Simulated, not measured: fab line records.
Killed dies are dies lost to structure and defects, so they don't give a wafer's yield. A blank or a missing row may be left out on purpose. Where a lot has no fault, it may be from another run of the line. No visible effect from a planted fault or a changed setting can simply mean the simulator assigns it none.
A lot that was struck, set against a sound lot	flow gf180mcu	14 steps out of a route of 602
Sound: these wafers, L937.1, L937.2, L937.6. Wafers L944.1, L944.2, L944.5 were the ones struck. At the end, the cause is stated.
Each step with rows lists, per side, the tool, then ch with its chambers, then its first start. Under that, the readings that differ: sound wafers	struck wafers	difference of the means	sigmas: that difference in standard deviations of wafers without a fault.
alike: readings whose means differ by less than 2 such deviations, and words and numbers that are the same on both sides. not compared: withheld readings, readings that some wafer has no value for, bounds like >300 that may hide the same value, and numbers for which the record gives no deviation and whose values overlap.
A row with sigmas, a row that says differs or no value, or rows on one side alone: a step with any of these is where the two part. When numbers do not overlap yet have no deviation, they are printed without sigmas and do not part them. A reading that every wafer of one side lacks parts them only if that side has two wafers or more.

first, 8 steps without rows for these wafers: GF_V1_DEHYDRATE_06 (time 60 s); GF_V1_HMDS_07 (prime time 60 s); GF_V1_COAT_08; GF_V1_COAT_09 (resist thk 1000 nm); GF_V1_SOFTBAKE_10 (time 60 s); GF_V1_EXPOSE_11 (exposes mask Via1, target cd 260 nm); GF_V1_PEB_12 (peb time 90 s); GF_V1_DEVELOP_13 (develop time 60 s).
GF_V1_CD_MEAS_14: the cd target is 260 nm.
  sound on cd sem-02 at day 18 12:48; struck on cd sem-02 at day 21 05:44
  alike: cd nm
GF_V1_OVL_MEAS_15:
  sound on overlay-01 at day 18 12:55; struck on overlay-01 at day 21 05:51
  alike: V1_OVL
GF_V1_ETCH_16: etches BARC in N2/H2.
  sound on rie diel-01 ch 0,1,3, day 18 12:58; struck on rie diel-02 ch 1,2,3, day 21 05:53
  alike: drypump motor current A, n2 flow sccm, oes product au, throttle valve pct
GF_V1_ETCH_17: etches SiO2 in C4F8/O2/Ar, stops on TiN, target depth 630 nm.
  sound on rie diel-01 ch 0,1,3; struck on rie diel-02 ch 1,2,3
  alike: oes product au
GF_V1_STRIP_18: strips in O2/N2.
  sound on plasma asher-02 ch 0,1, day 18 13:05; struck on plasma asher-02 ch 0,1, day 21 06:01
  no value came back on the struck wafers for any of 6 readings (chamber pressure mTorr (mTorr), drypump motor current A (A) and others); on the sound wafers chamber pressure mTorr (mTorr) reads 1498.9 1499.1 1497.2
  not compared: rf hours counter h
then, 1 step without rows for these wafers: GF_V1_STRIP_19 (strips in post etch residue remover, time 1200 s).

## WHERE THEY PART
Only at GF_V1_STRIP_18, within this record.

WHY: the cause the simulator had injected
Step skipped in full: plasma asher-02, at GF_V1_STRIP_18, from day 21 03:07 onward. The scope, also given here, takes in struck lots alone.
